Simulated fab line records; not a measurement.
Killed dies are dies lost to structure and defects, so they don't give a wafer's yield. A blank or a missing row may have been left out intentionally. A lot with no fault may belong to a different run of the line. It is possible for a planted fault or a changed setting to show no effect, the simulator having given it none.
A struck lot beside a sound one -- flow sky130 -- 44 steps out of a route of 708
Sound: the wafers L882.3, L882.4, L882.6. The struck wafers were L894.1, L894.4, L894.5. At the end, the cause is stated.
At each step with rows: each side's tool, then ch and its chambers, then its first start. Under that, the readings that differ: sound wafers -- struck wafers -- difference of the means -- sigmas: that difference in standard deviations of wafers without a fault.
alike: a reading whose means differ by less than 2 such deviations, as well as words and numbers matching on both sides. not compared: withheld readings; readings where some wafer has no value; bounds like >300 that might hide an equal value; numbers whose values overlap and for which the record gives no deviation.
The two part at a step that has a row with sigmas, a row that says differs or no value, or rows on one side only. Numbers that don't overlap but have no deviation are shown without sigmas and don't part them. Lack of a reading on every wafer of one side parts them only where that side has two or more wafers.

first, 4 steps without rows for these wafers: SKY_VIA2_CLEAN_18 (cleans in IPA, time 180 s); SKY_VIA2_CLEAN_19 (cleans in O3/DIW); SKY_VIA2_SPUTTER_20 (material TiN, target thk 20 nm, time 80 s); SKY_VIA2_CVD_21 (deposits W, target thk 420 nm, time 126.4 s).
SKY_VIA2_RS_MEAS_22: measurement is done with a four-point probe.
  struck on filmMetro-02, day 42 16:40; sound on filmMetro-02, day 40 03:02
  alike: VIA2_W_RS
SKY_VIA2_THK_MEAS_23: measures by xrf.
  struck on filmMetro-02, day 42 16:47; sound on filmMetro-02, day 40 03:08
  alike: VIA2_W_THK
then, 1 step without rows for these wafers: SKY_VIA2_CMP_24 (polishes, stops on SiO2, t overpolish 20 s, target thk 0 nm).
SKY_METAL3_SPUTTER_00: material Ti, target thk 15 nm, time 10 s.
  struck on pvdSputter-01, day 42 17:22; sound on pvdSputter-04, day 40 03:29
reading,sound,struck,difference,sigmas
chamberPressurePa (Pa),0.3992 0.3986 0.3980,0.4003 0.4011 0.4014,+0.0023,+3
  alike: throttleValvePct
then, 2 steps without rows for these wafers: SKY_METAL3_SPUTTER_01 (material TiN, target thk 20 nm, time 16.7 s); SKY_METAL3_SPUTTER_02 (material AlCu, target thk 735 nm, time 39.1 s).
SKY_METAL3_SPUTTER_03: material Ti, target thk 5 nm, time 3.3 s.
  struck on pvdSputter-01, day 42 17:27; sound on pvdSputter-04, day 40 03:34
reading,sound,struck,difference,sigmas
chamberPressurePa (Pa),0.3991 0.3982 0.3997,0.4006 0.4007 0.4016,+0.0020,+2
  alike: throttleValvePct
SKY_METAL3_SPUTTER_04: material TiN, target thk 70 nm, time 58.3 s.
  struck on pvdSputter-01, day 42 17:28; sound on pvdSputter-04, day 40 03:35
  alike: chamberPressurePa, throttleValvePct
SKY_CAPM_CVD_00: deposits SiO2, target thk 15.5 nm.
  sound on pecvd-02 ch 0,1, day 40 03:39; struck on pecvd-02 ch 0,1, day 42 17:31
reading,sound,struck,difference,sigmas
model.SiO2_of_CAPM_CVD_00.thkNm (nm),15.59 15.5 15.64,13.81 14.5 14.14,-1.43,
  alike: heaterPowerW
SKY_CAPM_THK_MEAS_01:
  struck on filmMetro-01, day 42 17:32; sound on filmMetro-04, day 40 03:41
reading,sound,struck,difference,sigmas
CAPM_CVD_00_THK (nm),15.59 15.49 15.66,13.83 14.48 14.14,-1.43,-5
then, 1 step without rows for these wafers: SKY_CAPM_SPUTTER_02 (material TiN, target thk 200 nm, time 166.7 s).
SKY_CAPM_RS_MEAS_03: measurement is done with a four-point probe.
  struck on filmMetro-04, day 42 17:43; sound on filmMetro-03, day 40 03:53
  alike: CAPM_TIN_RS
SKY_CAPM_THK_MEAS_04: measures by xrf.
  struck on filmMetro-04, day 42 17:50; sound on filmMetro-03, day 40 03:59
  alike: CAPM_TIN_THK
then, 7 steps without rows for these wafers: SKY_CAPM_DEHYDRATE_05 (time 60 s); SKY_CAPM_HMDS_06 (prime time 60 s); SKY_CAPM_COAT_07 (resist thk 1140 nm); SKY_CAPM_SOFTBAKE_08 (time 60 s); SKY_CAPM_EXPOSE_09 (exposes mask CAPM, target cd 1000 nm); SKY_CAPM_PEB_10; SKY_CAPM_DEVELOP_11 (develop time 60 s).
SKY_CAPM_OVL_MEAS_12:
  struck on overlay-02, day 43 17:35; sound on overlay-02, day 41 05:15
  alike: CAPM_OVL
SKY_CAPM_METAL_ETCH_13: etches TiN in Cl2/BCl3, stops on SiO2, target depth 220 nm, time 62.9 s.
  sound on rieMetal-04 ch 0,1, day 41 05:18; struck on rieMetal-04 ch 0,1, day 43 17:38
  alike: drypumpMotorCurrentA, oesProductAu, throttleValvePct
  not compared: rfHoursCounterH
then, 12 steps without rows for these wafers: SKY_CAPM_STRIP_14 (strips in O2/N2); SKY_CAPM_STRIP_15 (strips in post etch residue remover, time 1200 s); SKY_CAPM_CLEAN_16 (cleans in IPA, time 180 s); SKY_CAPM_CLEAN_17 (cleans in O3/DIW); SKY_METAL3_DEHYDRATE_05 (time 60 s); SKY_METAL3_HMDS_06 (prime time 60 s); SKY_METAL3_COAT_07 (resist thk 60 nm); SKY_METAL3_COAT_08 (resist thk 1140 nm); SKY_METAL3_SOFTBAKE_09 (time 90 s); SKY_METAL3_EXPOSE_10 (exposes mask MM3, target cd 300 nm); SKY_METAL3_PEB_11; SKY_METAL3_DEVELOP_12 (develop time 60 s).
SKY_METAL3_CD_MEAS_13 targets a cd of 300 nm.
  struck on cdSem-01, day 44 17:52; sound on cdSem-02, day 42 06:44
  alike: cdNm
SKY_METAL3_OVL_MEAS_14:
  struck on overlay-01, day 44 17:59; sound on overlay-02, day 42 06:49
  alike: METAL3_OVL
then, 1 step without rows for these wafers: SKY_METAL3_DESCUM_15 (chemistry O2, time 8 s).
SKY_METAL3_ETCH_16: etches BARC in N2/H2, stops on SiO2, time 88.2 s, target depth 60 nm.
  sound on rieMetal-01 ch 1, day 42 06:59; struck on rieMetal-04 ch 0,1, day 44 18:04
  alike: drypumpMotorCurrentA, oesProductAu, throttleValvePct
  not compared: rfHoursCounterH
SKY_METAL3_ETCH_17: etches SiO2 in C4F8/O2/Ar, stops on TiN, time 3.9 s, target depth 15 nm.
  sound on rieDiel-02 ch 1,2,3, day 42 07:07; struck on rieDiel-01 ch 2,3, day 44 18:09
reading,sound,struck,difference,sigmas
oesProductAu (a.u.),0.760 0.747 0.758,0.706 0.738 0.721,-0.033,-4
model.etch.depthNm (nm),15.59 15.5 15.64,13.81 14.5 14.14,-1.43,
-- the record jumps here: 6 days lie between the struck wafers' starts before and after (it left off in module METAL3 and takes up again in module PAD_OPEN, whose first step shown is number 708 of the route) --
SKY_PAD_OPEN_PROBE_99:
  struck on prober-02, day 50 22:00; sound on prober-02, day 49 03:12
reading,sound,struck,difference,sigmas
defectLimitedYield (%),83.3 86.2 84.8,76.6 80.7 81.9,-5.0,-3
killed_at_M0_to_M3,36 35 27,57 48 45,+17,+3
killedDies,82 68 75,115 95 89,+25,+3
killedShort,41 32 31,63 43 41,+14,+2
sort_bin_5_function (%),8.5 10.0 7.7,14.0 10.4 9.8,+2.7,+2
sortNPass,410 424 417,377 397 403,-25,-3
sortYieldPct (%),83.3 86.2 84.8,76.6 80.7 81.9,-5.0,-3
model.etest.capMim.bvV (V),13.67 13.78 14.11,12.3 13.13 12.95,-1.1,
model.etest.capMim.leakLog10ACm2,-8.736 -8.977 -9.016,-8.515 -8.619 -8.508,+0.362,
model.etest.capMim.cFfUm2,2.347 2.344 2.313,2.634 2.522 2.59,+0.247,
  alike: killed_at_M4_up, killedAtContacts, killedAtFrontEnd, killedAtOther, killedOpen, sort_bin_3_pad_short, sort_bin_6_memory

## WHERE THEY PART
At SKY_METAL3_SPUTTER_00 first; at SKY_PAD_OPEN_PROBE_99 last (within this record only).

WHY: what the simulator had put in
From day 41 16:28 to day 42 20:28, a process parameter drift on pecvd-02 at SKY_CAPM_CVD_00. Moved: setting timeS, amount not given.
